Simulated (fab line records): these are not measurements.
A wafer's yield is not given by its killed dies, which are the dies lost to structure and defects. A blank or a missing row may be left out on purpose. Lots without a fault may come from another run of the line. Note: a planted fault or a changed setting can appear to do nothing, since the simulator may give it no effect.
fab line records -- flow sky130
record: lots: 5, wafers: 15, last_day: 49
route steps=708 shown NWELL@64
lots that met no fault: from a run of the same line without faults
start_h: start of the lot's first displayed wafer, in hours after the record's first day -- wait_h: time in hours since the lot's previous step -- " unchanged from the row above -- L1.1+2: a row that stands for several wafers -- - either no value or no given start -- * or withheld: withheld -- < > ~ a bound
route shown NAME@n: a module of which the file shows steps, and the number in the route of the first -- usual: mean and standard deviation over wafers with no fault -- same: alike in all rows -- chamber/n: place in a boat -- sites: each site's reading -- _std_site: the values' standard deviation -- _edge_site: mean of outer sites minus mean of inner sites -- radius_mm: for every site, how far away it sits from the centre of the wafer -- mask NAME#n: copy n -- behind: tool/chamber where the wafer was last shaped -- hold: the reason the lot was held/the length of the hold in hours/how it ended -- device: transistor that didn't switch, given as n, p or np -- end of line: the route-end tests of the same wafers -- step lacking rows: just its recipe -- killed: dies lost to structure and defects at the first sort, not the wafer's yield -- map: a wafer's dies, x killed, . not, _ none there
set.NAME: setting as actually run; set.NAME@STEP: the setting as run at that earlier step -- model.NAME: the simulator's own value behind a step, which no gauge read
lots seen at some steps along the route; tables by step, rows by wafer
services: the hour from which a tool's chamber was out of use, counted from the record's first day as start_h (under 0 if before that day), plus the number of hours and why
== steps ==
step: SKY_NWELL_IMPLANT_11
recipe: species: P, energy_kev: 400, dose_cm2: 1.9e+13, tilt_deg: withheld
lot.wafer,tool,chamber,start_h,wait_h
L077.3+4+5,implanter-01,0,108.08,0.1
L079.1+2+6,implanter-04,0,119.19,0.0
L085.2+4+6,implanter-01,0,154.45,0.0
L086.1+2+4,implanter-04,0,159.68,0.0
L089.2+4+6,implanter-04,0,173.32,0.0
step: SKY_NWELL_IMPLANT_12
recipe: species: P, energy_kev: 120, dose_cm2: 1.3e+12, tilt_deg: withheld
lot.wafer,tool,chamber,start_h,wait_h
L077.3+4+5,implanter-01,0,108.23,0.1
L079.1+2+6,implanter-04,0,119.34,0.1
L085.2+4+6,implanter-01,0,154.60,0.1
L086.1+2+4,implanter-04,0,159.83,0.1
L089.2+4+6,implanter-04,0,173.47,0.1
step: SKY_NWELL_IMPLANT_13
recipe: species: P, energy_kev: 50, dose_cm2: 7e+11, tilt_deg: withheld
lot.wafer,tool,chamber,start_h,wait_h
L077.3+4+5,implanter-01,0,108.38,0.1
L079.1+2+6,implanter-04,0,119.49,0.1
L085.2+4+6,implanter-01,0,154.75,0.1
L086.1+2+4,implanter-04,0,159.98,0.1
L089.2+4+6,implanter-04,0,173.62,0.1
step: SKY_NWELL_STRIP_14
recipe: chemistry: O2/N2, power_w: 1400, pressure_mtorr: 1500, platen_temp_c: withheld, o2_flow_sccm: 3000, n2_flow_sccm: 300, overash_fraction: 0.5
usual: drypump_motor_current_A: 5.8/0.45, oes_product_au: 0.723/0.0047, strip_time_to_endpoint_s: 36.97/0.093
lot.wafer,tool,chamber,start_h,wait_h,drypump_motor_current_A,oes_product_au,rf_hours_counter_h,strip_time_to_endpoint_s
L077.3,plasma_asher-01,0,108.51,0.1,5.5,0.719,-,36.80
L077.4,plasma_asher-01,1,108.51,0.1,5.5,0.729,-,36.91
L077.5,plasma_asher-01,0,108.51,0.1,5.5,0.725,-,36.76
L079.1,plasma_asher-03,0,119.64,0.1,5.3,0.719,41,36.93
L079.2,plasma_asher-03,1,119.64,0.1,5.7,0.724,41,37.06
L079.6,plasma_asher-03,1,119.64,0.1,5.7,0.719,-,36.85
L085.2,plasma_asher-03,1,154.88,0.1,5.7,0.733,44,37.04
L085.4,plasma_asher-03,0,154.88,0.1,5.3,0.731,-,36.97
L085.6,plasma_asher-03,0,154.88,0.1,5.3,0.720,-,36.88
L086.1,plasma_asher-03,0,160.13,0.1,5.3,0.725,45,36.90
L086.2,plasma_asher-03,1,160.13,0.1,5.7,0.719,45,36.92
L086.4,plasma_asher-03,1,160.13,0.1,5.7,0.718,-,36.81
L089.2,plasma_asher-03,0,173.74,0.1,5.3,0.723,47,37.03
L089.4,plasma_asher-03,0,173.74,0.1,5.3,0.724,-,36.90
L089.6,plasma_asher-03,1,173.74,0.1,5.7,0.722,-,36.98
step: SKY_NWELL_TW_MEAS_15
usual: NWELL_TW: 1829/13
lot.wafer,tool,chamber,start_h,wait_h,NWELL_TW
L077.3,film_metro-03,-,108.60,0.1,1826
L077.4,film_metro-03,-,108.60,0.1,1823
L077.5,film_metro-03,-,108.60,0.1,1823
L079.1,film_metro-03,-,119.74,0.1,1826
L079.2,film_metro-03,-,119.74,0.1,1812
L079.6,film_metro-03,-,119.74,0.1,1817
L085.2,film_metro-04,-,154.99,0.1,1817
L085.4,film_metro-04,-,154.99,0.1,1821
L085.6,film_metro-04,-,154.99,0.1,1825
L086.1,film_metro-01,-,160.23,0.1,1823
L086.2,film_metro-01,-,160.23,0.1,1828
L086.4,film_metro-01,-,160.23,0.1,1840
L089.2,film_metro-04,-,173.85,0.1,1828
L089.4,film_metro-04,-,173.85,0.1,1824
L089.6,film_metro-04,-,173.85,0.1,1822
step: SKY_NWELL_DEHYDRATE_16
recipe: temp_c: 200, time_s: 60
usual: chill_plate_temp_C: 23.02/0.098
lot.wafer,tool,chamber,start_h,wait_h,chill_plate_temp_C
L077.3,litho_track-04,0,117.39,8.8,22.92
L077.4,litho_track-04,0,117.39,8.8,22.93
L077.5,litho_track-04,0,117.39,8.8,22.90
L079.1,litho_track-04,0,128.94,9.2,22.94
L079.2,litho_track-04,0,128.94,9.2,23.05
L079.6,litho_track-04,0,128.94,9.2,22.93
L085.2,litho_track-01,0,164.72,9.7,23.15
L085.4,litho_track-01,0,164.72,9.7,23.21
L085.6,litho_track-01,0,164.72,9.7,23.07
L086.1,litho_track-04,0,169.29,9.1,23.06
L086.2,litho_track-04,0,169.29,9.1,23.04
L086.4,litho_track-04,0,169.29,9.1,23.02
L089.2,litho_track-02,0,184.03,10.2,22.98
L089.4,litho_track-02,0,184.03,10.2,22.99
L089.6,litho_track-02,0,184.03,10.2,23.02
step: SKY_NWELL_HMDS_17
recipe: prime_time_s: 60, prime_temp_c: 120
usual: chill_plate_temp_C: 23.01/0.091
lot.wafer,tool,chamber,start_h,wait_h,chill_plate_temp_C
L077.3,litho_track-04,0,117.54,0.1,23.07
L077.4,litho_track-04,0,117.54,0.1,23.04
L077.5,litho_track-04,0,117.54,0.1,23.04
L079.1,litho_track-04,0,129.09,0.1,22.96
L079.2,litho_track-04,0,129.09,0.1,22.94
L079.6,litho_track-04,0,129.09,0.1,23.03
L085.2,litho_track-01,0,164.87,0.1,22.92
L085.4,litho_track-01,0,164.87,0.1,23.08
L085.6,litho_track-01,0,164.87,0.1,23.20
L086.1,litho_track-04,0,169.44,0.1,23.08
L086.2,litho_track-04,0,169.44,0.1,23.08
L086.4,litho_track-04,0,169.44,0.1,23.04
L089.2,litho_track-02,0,184.18,0.1,23.15
L089.4,litho_track-02,0,184.18,0.1,22.98
L089.6,litho_track-02,0,184.18,0.1,22.97
== services ==
tool,chamber,start_h,hours,kind
plasma_asher-01,-,108.75,9.0,pm
plasma_asher-01,0,108.75,9.0,vent_cycle
plasma_asher-01,1,108.75,9.0,vent_cycle
implanter-01,-,108.78,25.8,pm
plasma_asher-01,0,117.75,-,clean
plasma_asher-01,1,117.75,-,clean
plasma_asher-01,-,119.02,2.1,repair
implanter-01,-,144.22,1.5,repair
implanter-04,-,155.37,2.6,repair
plasma_asher-01,-,158.55,2.8,pm
implanter-04,-,160.31,2.8,repair
implanter-01,-,171.32,3.0,repair
plasma_asher-03,-,183.84,3.5,repair
== key ==
fault none
